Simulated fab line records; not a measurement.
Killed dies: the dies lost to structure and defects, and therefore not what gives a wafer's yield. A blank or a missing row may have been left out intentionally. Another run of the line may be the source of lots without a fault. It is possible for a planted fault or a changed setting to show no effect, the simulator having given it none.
Which tool is to blame? / flow sky130 / Sampling: 24 lots, 72 wafers, 5 of 708 route steps

WHAT EACH GAUGE READ, for each wafer
SKY_POLY_CUT_OVL_MEAS_09. Usual: for POLY_CUT_OVL the level is 0 nm and the standard deviation is 5.3.
lot=L074; measured=day 24 22:43; on=overlay-02; POLY_CUT_OVL (nm)=2 2 -4; flag=
lot=L075; measured=day 25 00:34; on=overlay-01; POLY_CUT_OVL (nm)=-4 -6 -10; flag=
lot=L076; measured=day 25 11:35; on=overlay-02; POLY_CUT_OVL (nm)=-6 2 -4; flag=
lot=L077; measured=day 26 01:46; on=overlay-02; POLY_CUT_OVL (nm)=-5 3 -7; flag=
lot=L078; measured=day 26 17:22; on=overlay-02; POLY_CUT_OVL (nm)=-3 -11 -4; flag=
lot=L079; measured=day 26 15:39; on=overlay-02; POLY_CUT_OVL (nm)=-1 -6 5; flag=
lot=L080; measured=day 27 01:13; on=overlay-02; POLY_CUT_OVL (nm)=5 -1 5; flag=
lot=L081; measured=day 27 02:59; on=overlay-01; POLY_CUT_OVL (nm)=9 10 14; flag=
lot=L082; measured=day 27 07:25; on=overlay-01; POLY_CUT_OVL (nm)=-4 -1 -9; flag=
lot=L083; measured=day 28 02:11; on=overlay-02; POLY_CUT_OVL (nm)=5 10 5; flag=
lot=L084; measured=day 28 00:31; on=overlay-01; POLY_CUT_OVL (nm)=-7 1 -3; flag=
lot=L085; measured=day 28 12:45; on=overlay-02; POLY_CUT_OVL (nm)=15 7 5; flag=
lot=L086; measured=day 28 14:17; on=overlay-02; POLY_CUT_OVL (nm)=2 6 2; flag=
lot=L087; measured=day 28 16:32; on=overlay-02; POLY_CUT_OVL (nm)=4 3 -3; flag=
lot=L088; measured=day 29 03:32; on=overlay-02; POLY_CUT_OVL (nm)=-7 -5 -9; flag=
lot=L089; measured=day 29 06:50; on=overlay-01; POLY_CUT_OVL (nm)=-2 -5 -1; flag=
lot=L090; measured=day 29 17:40; on=overlay-02; POLY_CUT_OVL (nm)=-1 1 3; flag=
lot=L091; measured=day 29 19:35; on=overlay-01; POLY_CUT_OVL (nm)=3 5 6; flag=
lot=L092; measured=day 30 07:53; on=overlay-01; POLY_CUT_OVL (nm)=5 -2 6; flag=
lot=L093; measured=day 30 13:18; on=overlay-01; POLY_CUT_OVL (nm)=1 3 -4; flag=
lot=L094; measured=day 30 20:17; on=overlay-02; POLY_CUT_OVL (nm)=-4 -4 1; flag=
lot=L095; measured=day 31 11:47; on=overlay-02; POLY_CUT_OVL (nm)=1 7 3; flag=
lot=L096; measured=day 31 11:49; on=overlay-02; POLY_CUT_OVL (nm)=-2 -6 -5; flag=
lot=L097; measured=day 31 19:30; on=overlay-01; POLY_CUT_OVL (nm)=-5 1 -4; flag=

SKY_VIA2_BOW_MEAS_03. Usual: for VIA2_BOW the level is 88 um and the standard deviation is 7.2.
lot=L074; measured=day 35 20:16; on=filmMetro-01; VIA2_BOW (um)=101 90 87; flag=
lot=L075; measured=day 35 22:50; on=filmMetro-01; VIA2_BOW (um)=88 81 81; flag=
lot=L076; measured=day 36 10:44; on=filmMetro-01; VIA2_BOW (um)=91 104 95; flag=
lot=L077; measured=day 36 21:20; on=filmMetro-02; VIA2_BOW (um)=71 80 84; flag=
lot=L078; measured=day 37 08:28; on=filmMetro-03; VIA2_BOW (um)=92 84 89; flag=
lot=L079; measured=day 37 08:10; on=filmMetro-02; VIA2_BOW (um)=96 90 79; flag=
lot=L080; measured=day 37 15:29; on=filmMetro-03; VIA2_BOW (um)=81 89 77; flag=
lot=L081; measured=day 37 17:25; on=filmMetro-01; VIA2_BOW (um)=96 98 82; flag=
lot=L082; measured=day 37 21:13; on=filmMetro-01; VIA2_BOW (um)=95 91 83; flag=
lot=L083; measured=day 38 13:26; on=filmMetro-01; VIA2_BOW (um)=80 97 78; flag=
lot=L084; measured=day 38 10:04; on=filmMetro-03; VIA2_BOW (um)=90 86 87; flag=
lot=L085; measured=day 38 21:29; on=filmMetro-03; VIA2_BOW (um)=92 85 85; flag=
lot=L086; measured=day 38 23:37; on=filmMetro-02; VIA2_BOW (um)=89 91 86; flag=
lot=L087; measured=day 38 23:56; on=filmMetro-01; VIA2_BOW (um)=95 94 96; flag=
lot=L088; measured=day 39 09:11; on=filmMetro-02; VIA2_BOW (um)=82 68 86; flag=
lot=L089; measured=day 39 15:04; on=filmMetro-01; VIA2_BOW (um)=93 95 92; flag=
lot=L090; measured=day 39 21:31; on=filmMetro-02; VIA2_BOW (um)=79 86 88; flag=
lot=L091; measured=day 40 01:15; on=filmMetro-02; VIA2_BOW (um)=93 86 97; flag=
lot=L092; measured=day 40 12:49; on=filmMetro-02; VIA2_BOW (um)=85 83 92; flag=
lot=L093; measured=day 40 19:06; on=filmMetro-03; VIA2_BOW (um)=92 102 97; flag=
lot=L094; measured=day 40 22:50; on=filmMetro-02; VIA2_BOW (um)=86 91 87; flag=
lot=L095; measured=day 41 13:00; on=filmMetro-03; VIA2_BOW (um)=84 88 76; flag=
lot=L096; measured=day 41 14:10; on=filmMetro-01; VIA2_BOW (um)=93 95 81; flag=
lot=L097; measured=day 41 21:01; on=filmMetro-03; VIA2_BOW (um)=81 86 76; flag=

WHAT TOOL EACH LOT RAN ON (gives the tool, then ch and the chambers of the sampled wafers, and finally the start)
lot=L074; SKY_SONOS_ONO_STRIP_17=plasmaAsher-02 ch 0,1, day 12 21:32; SKY_GATE_OXIDE_STRIP_13=plasmaAsher-02 ch 0, day 14 06:17; SKY_POLY_GATE_ETCH_17=rieSi-01 ch 0,1, day 17 01:46
lot=L075; SKY_SONOS_ONO_STRIP_17=plasmaAsher-03 ch 0,1, day 13 00:23; SKY_GATE_OXIDE_STRIP_13=plasmaAsher-04 ch 0,1, day 14 06:35; SKY_POLY_GATE_ETCH_17=rieSi-01 ch 1,2,3, day 17 01:22
lot=L076; SKY_SONOS_ONO_STRIP_17=plasmaAsher-04 ch 0,1, day 13 09:32; SKY_GATE_OXIDE_STRIP_13=plasmaAsher-01 ch 0,1, day 14 18:07; SKY_POLY_GATE_ETCH_17=rieSi-01 ch 0,2,3, day 17 15:36
lot=L077; SKY_SONOS_ONO_STRIP_17=plasmaAsher-03 ch 0,1, day 14 03:31; SKY_GATE_OXIDE_STRIP_13=plasmaAsher-02 ch 0,1, day 15 12:19; SKY_POLY_GATE_ETCH_17=rieSi-02 ch 0,2,3, day 18 04:54
lot=L078; SKY_SONOS_ONO_STRIP_17=plasmaAsher-03 ch 0,1, day 14 15:11; SKY_GATE_OXIDE_STRIP_13=plasmaAsher-04 ch 0,1, day 16 01:58; SKY_POLY_GATE_ETCH_17=rieSi-01 ch 0,1,3, day 18 21:19
lot=L079; SKY_SONOS_ONO_STRIP_17=plasmaAsher-04 ch 0,1, day 14 15:29; SKY_GATE_OXIDE_STRIP_13=plasmaAsher-02 ch 0,1, day 16 01:37; SKY_POLY_GATE_ETCH_17=rieSi-02 ch 1,2, day 18 21:05
lot=L080; SKY_SONOS_ONO_STRIP_17=plasmaAsher-04 ch 0,1, day 15 00:14; SKY_GATE_OXIDE_STRIP_13=plasmaAsher-04 ch 0, day 16 12:49; SKY_POLY_GATE_ETCH_17=rieSi-02 ch 2,3, day 19 06:37
lot=L081; SKY_SONOS_ONO_STRIP_17=plasmaAsher-04 ch 0,1, day 15 00:34; SKY_GATE_OXIDE_STRIP_13=plasmaAsher-01 ch 0,1, day 16 12:31; SKY_POLY_GATE_ETCH_17=rieSi-01 ch 0,1,3, day 19 07:52
lot=L082; SKY_SONOS_ONO_STRIP_17=plasmaAsher-03 ch 0,1, day 15 11:01; SKY_GATE_OXIDE_STRIP_13=plasmaAsher-01 ch 0,1, day 16 17:41; SKY_POLY_GATE_ETCH_17=rieSi-01 ch 0,2,3, day 19 12:58
lot=L083; SKY_SONOS_ONO_STRIP_17=plasmaAsher-04 ch 0,1, day 16 03:44; SKY_GATE_OXIDE_STRIP_13=plasmaAsher-04 ch 0,1, day 17 12:39; SKY_POLY_GATE_ETCH_17=rieSi-01 ch 0,2, day 20 07:58
lot=L084; SKY_SONOS_ONO_STRIP_17=plasmaAsher-02 ch 0,1, day 16 04:09; SKY_GATE_OXIDE_STRIP_13=plasmaAsher-01 ch 0,1, day 17 13:00; SKY_POLY_GATE_ETCH_17=rieSi-02 ch 0,3, day 20 07:19
lot=L085; SKY_SONOS_ONO_STRIP_17=plasmaAsher-03 ch 0,1, day 16 13:10; SKY_GATE_OXIDE_STRIP_13=plasmaAsher-01 ch 0,1, day 17 21:07; SKY_POLY_GATE_ETCH_17=rieSi-01 ch 0,1,2, day 20 19:49
lot=L086; SKY_SONOS_ONO_STRIP_17=plasmaAsher-02 ch 0,1, day 16 17:20; SKY_GATE_OXIDE_STRIP_13=plasmaAsher-04 ch 0,1, day 18 01:32; SKY_POLY_GATE_ETCH_17=rieSi-02 ch 0,3, day 20 21:25
lot=L087; SKY_SONOS_ONO_STRIP_17=plasmaAsher-04 ch 0,1, day 16 20:59; SKY_GATE_OXIDE_STRIP_13=plasmaAsher-02 ch 0,1, day 18 06:08; SKY_POLY_GATE_ETCH_17=rieSi-01 ch 0,1,2, day 21 01:07
lot=L088; SKY_SONOS_ONO_STRIP_17=plasmaAsher-03 ch 0,1, day 17 05:56; SKY_GATE_OXIDE_STRIP_13=plasmaAsher-01 ch 0,1, day 18 15:53; SKY_POLY_GATE_ETCH_17=rieSi-02 ch 0,1,2, day 21 11:46
lot=L089; SKY_SONOS_ONO_STRIP_17=plasmaAsher-02 ch 0,1, day 17 13:31; SKY_GATE_OXIDE_STRIP_13=plasmaAsher-01 ch 0,1, day 18 21:59; SKY_POLY_GATE_ETCH_17=rieSi-01 ch 0,2, day 21 16:52
lot=L090; SKY_SONOS_ONO_STRIP_17=plasmaAsher-03 ch 0,1, day 17 21:03; SKY_GATE_OXIDE_STRIP_13=plasmaAsher-01 ch 0,1, day 19 06:59; SKY_POLY_GATE_ETCH_17=rieSi-02 ch 1,2,3, day 22 03:16
lot=L091; SKY_SONOS_ONO_STRIP_17=plasmaAsher-02 ch 1, day 18 02:51; SKY_GATE_OXIDE_STRIP_13=plasmaAsher-02 ch 0,1, day 19 13:05; SKY_POLY_GATE_ETCH_17=rieSi-01 ch 1,3, day 22 07:30
lot=L092; SKY_SONOS_ONO_STRIP_17=plasmaAsher-03 ch 0,1, day 18 15:41; SKY_GATE_OXIDE_STRIP_13=plasmaAsher-04 ch 0,1, day 20 00:04; SKY_POLY_GATE_ETCH_17=rieSi-02 ch 0,2,3, day 22 18:52
lot=L093; SKY_SONOS_ONO_STRIP_17=plasmaAsher-03 ch 0,1, day 18 20:53; SKY_GATE_OXIDE_STRIP_13=plasmaAsher-02 ch 0,1, day 20 05:52; SKY_POLY_GATE_ETCH_17=rieSi-01 ch 1,2, day 23 00:10
lot=L094; SKY_SONOS_ONO_STRIP_17=plasmaAsher-04 ch 0,1, day 19 04:50; SKY_GATE_OXIDE_STRIP_13=plasmaAsher-04 ch 0,1, day 20 14:16; SKY_POLY_GATE_ETCH_17=rieSi-02 ch 1,3, day 23 08:37
lot=L095; SKY_SONOS_ONO_STRIP_17=plasmaAsher-02 ch 0,1, day 19 18:23; SKY_GATE_OXIDE_STRIP_13=plasmaAsher-04 ch 0,1, day 21 03:01; SKY_POLY_GATE_ETCH_17=rieSi-01 ch 0,3, day 23 22:49
lot=L096; SKY_SONOS_ONO_STRIP_17=plasmaAsher-04 ch 0,1, day 19 21:45; SKY_GATE_OXIDE_STRIP_13=plasmaAsher-04 ch 0,1, day 21 05:37; SKY_POLY_GATE_ETCH_17=rieSi-02 ch 0,2,3, day 24 01:10
lot=L097; SKY_SONOS_ONO_STRIP_17=plasmaAsher-02 ch 0,1, day 20 01:10; SKY_GATE_OXIDE_STRIP_13=plasmaAsher-04 ch 0,1, day 21 10:34; SKY_POLY_GATE_ETCH_17=rieSi-01 ch 1,2,3, day 24 06:58
- SKY_SONOS_ONO_STRIP_17: strips in O2/N2.
- SKY_GATE_OXIDE_STRIP_13: strips in O2/N2.
- SKY_POLY_GATE_ETCH_17: etches poly-Si in HBr/Cl2, stops on SiO2, target depth 180 nm, time 70.5 s.

WHAT THE TOOLS THEMSELVES READ (means of the sampled wafers that have a number; where no wafer has one, the mark that the record gives instead)
SKY_SONOS_ONO_STRIP_17. Usual: drypumpMotorCurrentA 5.6 A, standard deviation 0.33; oesProductAu 0.710 a.u., standard deviation 0.005; stripTimeToEndpointS 14.13 s, standard deviation 0.043.
lot=L074; tool=plasmaAsher-02; drypumpMotorCurrentA (A)=5.6; oesProductAu (a.u.)=0.713; stripTimeToEndpointS (s)=14.11; flag=
lot=L075; tool=plasmaAsher-03; drypumpMotorCurrentA (A)=5.6; oesProductAu (a.u.)=0.709; stripTimeToEndpointS (s)=14.16; flag=
lot=L076; tool=plasmaAsher-04; drypumpMotorCurrentA (A)=5.6; oesProductAu (a.u.)=0.711; stripTimeToEndpointS (s)=14.12; flag=
lot=L077; tool=plasmaAsher-03; drypumpMotorCurrentA (A)=5.3; oesProductAu (a.u.)=0.709; stripTimeToEndpointS (s)=14.15; flag=
lot=L078; tool=plasmaAsher-03; drypumpMotorCurrentA (A)=5.6; oesProductAu (a.u.)=0.707; stripTimeToEndpointS (s)=14.14; flag=
lot=L079; tool=plasmaAsher-04; drypumpMotorCurrentA (A)=5.6; oesProductAu (a.u.)=0.710; stripTimeToEndpointS (s)=14.13; flag=
lot=L080; tool=plasmaAsher-04; drypumpMotorCurrentA (A)=5.6; oesProductAu (a.u.)=0.708; stripTimeToEndpointS (s)=14.13; flag=
lot=L081; tool=plasmaAsher-04; drypumpMotorCurrentA (A)=5.7; oesProductAu (a.u.)=0.709; stripTimeToEndpointS (s)=14.06; flag=
lot=L082; tool=plasmaAsher-03; drypumpMotorCurrentA (A)=5.4; oesProductAu (a.u.)=0.706; stripTimeToEndpointS (s)=14.17; flag=
lot=L083; tool=plasmaAsher-04; drypumpMotorCurrentA (A)=5.7; oesProductAu (a.u.)=0.717; stripTimeToEndpointS (s)=14.12; flag=
lot=L084; tool=plasmaAsher-02; drypumpMotorCurrentA (A)=5.8; oesProductAu (a.u.)=0.706; stripTimeToEndpointS (s)=14.09; flag=
lot=L085; tool=plasmaAsher-03; drypumpMotorCurrentA (A)=5.4; oesProductAu (a.u.)=0.705; stripTimeToEndpointS (s)=14.13; flag=
lot=L086; tool=plasmaAsher-02; drypumpMotorCurrentA (A)=5.8; oesProductAu (a.u.)=0.709; stripTimeToEndpointS (s)=14.17; flag=
lot=L087; tool=plasmaAsher-04; drypumpMotorCurrentA (A)=5.7; oesProductAu (a.u.)=0.706; stripTimeToEndpointS (s)=14.12; flag=
lot=L088; tool=plasmaAsher-03; drypumpMotorCurrentA (A)=5.4; oesProductAu (a.u.)=0.711; stripTimeToEndpointS (s)=14.18; flag=
lot=L089; tool=plasmaAsher-02; drypumpMotorCurrentA (A)=5.8; oesProductAu (a.u.)=0.714; stripTimeToEndpointS (s)=14.04; flag=
lot=L090; tool=plasmaAsher-03; drypumpMotorCurrentA (A)=5.6; oesProductAu (a.u.)=0.708; stripTimeToEndpointS (s)=14.11; flag=
lot=L091; tool=plasmaAsher-02; drypumpMotorCurrentA (A)=6.0; oesProductAu (a.u.)=0.710; stripTimeToEndpointS (s)=14.19; flag=
lot=L092; tool=plasmaAsher-03; drypumpMotorCurrentA (A)=5.6; oesProductAu (a.u.)=0.707; stripTimeToEndpointS (s)=14.18; flag=
lot=L093; tool=plasmaAsher-03; drypumpMotorCurrentA (A)=5.4; oesProductAu (a.u.)=0.708; stripTimeToEndpointS (s)=14.15; flag=
lot=L094; tool=plasmaAsher-04; drypumpMotorCurrentA (A)=5.6; oesProductAu (a.u.)=0.710; stripTimeToEndpointS (s)=14.21; flag=
lot=L095; tool=plasmaAsher-02; drypumpMotorCurrentA (A)=5.8; oesProductAu (a.u.)=0.713; stripTimeToEndpointS (s)=14.12; flag=
lot=L096; tool=plasmaAsher-04; drypumpMotorCurrentA (A)=5.6; oesProductAu (a.u.)=0.711; stripTimeToEndpointS (s)=14.10; flag=
lot=L097; tool=plasmaAsher-02; drypumpMotorCurrentA (A)=5.6; oesProductAu (a.u.)=0.710; stripTimeToEndpointS (s)=14.09; flag=

SKY_GATE_OXIDE_STRIP_13. Usual: drypumpMotorCurrentA 5.67 A, standard deviation 0.23; oesProductAu 0.716 a.u., standard deviation 0.0045; stripTimeToEndpointS 14.21 s, standard deviation 0.045.
lot=L074; tool=plasmaAsher-02; drypumpMotorCurrentA (A)=5.40; oesProductAu (a.u.)=0.723; stripTimeToEndpointS (s)=14.17; flag=
lot=L075; tool=plasmaAsher-04; drypumpMotorCurrentA (A)=5.60; oesProductAu (a.u.)=0.717; stripTimeToEndpointS (s)=14.22; flag=
lot=L076; tool=plasmaAsher-01; drypumpMotorCurrentA (A)=5.60; oesProductAu (a.u.)=0.716; stripTimeToEndpointS (s)=14.29; flag=
lot=L077; tool=plasmaAsher-02; drypumpMotorCurrentA (A)=5.83; oesProductAu (a.u.)=0.720; stripTimeToEndpointS (s)=14.19; flag=
lot=L078; tool=plasmaAsher-04; drypumpMotorCurrentA (A)=5.60; oesProductAu (a.u.)=0.716; stripTimeToEndpointS (s)=14.24; flag=
lot=L079; tool=plasmaAsher-02; drypumpMotorCurrentA (A)=5.84; oesProductAu (a.u.)=0.715; stripTimeToEndpointS (s)=14.23; flag=
lot=L080; tool=plasmaAsher-04; drypumpMotorCurrentA (A)=5.42; oesProductAu (a.u.)=0.716; stripTimeToEndpointS (s)=14.27; flag=
lot=L081; tool=plasmaAsher-01; drypumpMotorCurrentA (A)=5.67; oesProductAu (a.u.)=0.714; stripTimeToEndpointS (s)=14.17; flag=
lot=L082; tool=plasmaAsher-01; drypumpMotorCurrentA (A)=5.62; oesProductAu (a.u.)=0.715; stripTimeToEndpointS (s)=14.19; flag=
lot=L083; tool=plasmaAsher-04; drypumpMotorCurrentA (A)=5.76; oesProductAu (a.u.)=0.717; stripTimeToEndpointS (s)=14.19; flag=
lot=L084; tool=plasmaAsher-01; drypumpMotorCurrentA (A)=5.59; oesProductAu (a.u.)=0.713; stripTimeToEndpointS (s)=14.24; flag=
lot=L085; tool=plasmaAsher-01; drypumpMotorCurrentA (A)=5.69; oesProductAu (a.u.)=0.716; stripTimeToEndpointS (s)=14.25; flag=
lot=L086; tool=plasmaAsher-04; drypumpMotorCurrentA (A)=5.73; oesProductAu (a.u.)=0.716; stripTimeToEndpointS (s)=14.16; flag=
lot=L087; tool=plasmaAsher-02; drypumpMotorCurrentA (A)=5.82; oesProductAu (a.u.)=0.713; stripTimeToEndpointS (s)=14.26; flag=
lot=L088; tool=plasmaAsher-01; drypumpMotorCurrentA (A)=5.61; oesProductAu (a.u.)=0.717; stripTimeToEndpointS (s)=14.26; flag=
lot=L089; tool=plasmaAsher-01; drypumpMotorCurrentA (A)=5.60; oesProductAu (a.u.)=0.718; stripTimeToEndpointS (s)=14.23; flag=
lot=L090; tool=plasmaAsher-01; drypumpMotorCurrentA (A)=5.61; oesProductAu (a.u.)=0.716; stripTimeToEndpointS (s)=14.24; flag=
lot=L091; tool=plasmaAsher-02; drypumpMotorCurrentA (A)=5.82; oesProductAu (a.u.)=0.713; stripTimeToEndpointS (s)=14.25; flag=
lot=L092; tool=plasmaAsher-04; drypumpMotorCurrentA (A)=5.75; oesProductAu (a.u.)=0.720; stripTimeToEndpointS (s)=14.17; flag=
lot=L093; tool=plasmaAsher-02; drypumpMotorCurrentA (A)=5.62; oesProductAu (a.u.)=0.719; stripTimeToEndpointS (s)=14.11; flag=
lot=L094; tool=plasmaAsher-04; drypumpMotorCurrentA (A)=5.75; oesProductAu (a.u.)=0.712; stripTimeToEndpointS (s)=14.17; flag=
lot=L095; tool=plasmaAsher-04; drypumpMotorCurrentA (A)=5.74; oesProductAu (a.u.)=0.718; stripTimeToEndpointS (s)=14.21; flag=
lot=L096; tool=plasmaAsher-04; drypumpMotorCurrentA (A)=5.75; oesProductAu (a.u.)=0.716; stripTimeToEndpointS (s)=14.25; flag=
lot=L097; tool=plasmaAsher-04; drypumpMotorCurrentA (A)=5.57; oesProductAu (a.u.)=0.714; stripTimeToEndpointS (s)=14.19; flag=

SKY_POLY_GATE_ETCH_17. Usual: drypumpMotorCurrentA 5.75 A, standard deviation 0.26; oesProductAu 0.985 a.u., standard deviation 0.0098; throttleValvePct 33.685 %, standard deviation 0.0093.
lot=L074; tool=rieSi-01; drypumpMotorCurrentA (A)=5.43; oesProductAu (a.u.)=0.991; throttleValvePct (%)=33.696; flag=
lot=L075; tool=rieSi-01; drypumpMotorCurrentA (A)=5.73; oesProductAu (a.u.)=0.988; throttleValvePct (%)=33.681; flag=
lot=L076; tool=rieSi-01; drypumpMotorCurrentA (A)=5.70; oesProductAu (a.u.)=0.991; throttleValvePct (%)=33.685; flag=
lot=L077; tool=rieSi-02; drypumpMotorCurrentA (A)=5.76; oesProductAu (a.u.)=0.986; throttleValvePct (%)=33.678; flag=
lot=L078; tool=rieSi-01; drypumpMotorCurrentA (A)=5.54; oesProductAu (a.u.)=0.988; throttleValvePct (%)=33.675; flag=
lot=L079; tool=rieSi-02; drypumpMotorCurrentA (A)=6.13; oesProductAu (a.u.)=0.987; throttleValvePct (%)=33.688; flag=
lot=L080; tool=rieSi-02; drypumpMotorCurrentA (A)=5.77; oesProductAu (a.u.)=0.977; throttleValvePct (%)=33.685; flag=
lot=L081; tool=rieSi-01; drypumpMotorCurrentA (A)=5.54; oesProductAu (a.u.)=0.985; throttleValvePct (%)=33.687; flag=
lot=L082; tool=rieSi-01; drypumpMotorCurrentA (A)=5.71; oesProductAu (a.u.)=0.994; throttleValvePct (%)=33.681; flag=
lot=L083; tool=rieSi-01; drypumpMotorCurrentA (A)=5.82; oesProductAu (a.u.)=0.985; throttleValvePct (%)=33.693; flag=
lot=L084; tool=rieSi-02; drypumpMotorCurrentA (A)=5.73; oesProductAu (a.u.)=0.989; throttleValvePct (%)=33.682; flag=
lot=L085; tool=rieSi-01; drypumpMotorCurrentA (A)=5.66; oesProductAu (a.u.)=0.986; throttleValvePct (%)=33.684; flag=
lot=L086; tool=rieSi-02; drypumpMotorCurrentA (A)=5.73; oesProductAu (a.u.)=0.993; throttleValvePct (%)=33.687; flag=
lot=L087; tool=rieSi-01; drypumpMotorCurrentA (A)=5.65; oesProductAu (a.u.)=0.988; throttleValvePct (%)=33.686; flag=
lot=L088; tool=rieSi-02; drypumpMotorCurrentA (A)=5.94; oesProductAu (a.u.)=0.977; throttleValvePct (%)=33.697; flag=
lot=L089; tool=rieSi-01; drypumpMotorCurrentA (A)=5.82; oesProductAu (a.u.)=0.988; throttleValvePct (%)=33.688; flag=
lot=L090; tool=rieSi-02; drypumpMotorCurrentA (A)=5.92; oesProductAu (a.u.)=0.980; throttleValvePct (%)=33.685; flag=
lot=L091; tool=rieSi-01; drypumpMotorCurrentA (A)=5.58; oesProductAu (a.u.)=0.975; throttleValvePct (%)=33.690; flag=
lot=L092; tool=rieSi-02; drypumpMotorCurrentA (A)=5.74; oesProductAu (a.u.)=0.987; throttleValvePct (%)=33.684; flag=
lot=L093; tool=rieSi-01; drypumpMotorCurrentA (A)=5.87; oesProductAu (a.u.)=0.988; throttleValvePct (%)=33.697; flag=
lot=L094; tool=rieSi-02; drypumpMotorCurrentA (A)=5.92; oesProductAu (a.u.)=0.988; throttleValvePct (%)=33.684; flag=
lot=L095; tool=rieSi-01; drypumpMotorCurrentA (A)=5.59; oesProductAu (a.u.)=0.978; throttleValvePct (%)=33.684; flag=
lot=L096; tool=rieSi-02; drypumpMotorCurrentA (A)=5.76; oesProductAu (a.u.)=0.981; throttleValvePct (%)=33.689; flag=
lot=L097; tool=rieSi-01; drypumpMotorCurrentA (A)=5.75; oesProductAu (a.u.)=0.982; throttleValvePct (%)=33.684; flag=

THE ANSWER, worked out from the rows above alone
Rule: take the mean of a lot's wafers that have a number; if it is more than 3 standard deviations from the usual mean, the lot is off. Also off: a lot with no number at a reading for which 4 or more lots have one. Where the step has rows for the other lots, those lots are counted as sound. First the gauges in route order, then the tools' own readings, where a lot's mean is used as printed above. At the first step where some lot is off, the reading lying furthest off is the one used; lots without a number count as furthest.
Across all readings shown, no lot is off: no conclusion can be drawn from this.

WHAT THE SIMULATOR HAD INSERTED
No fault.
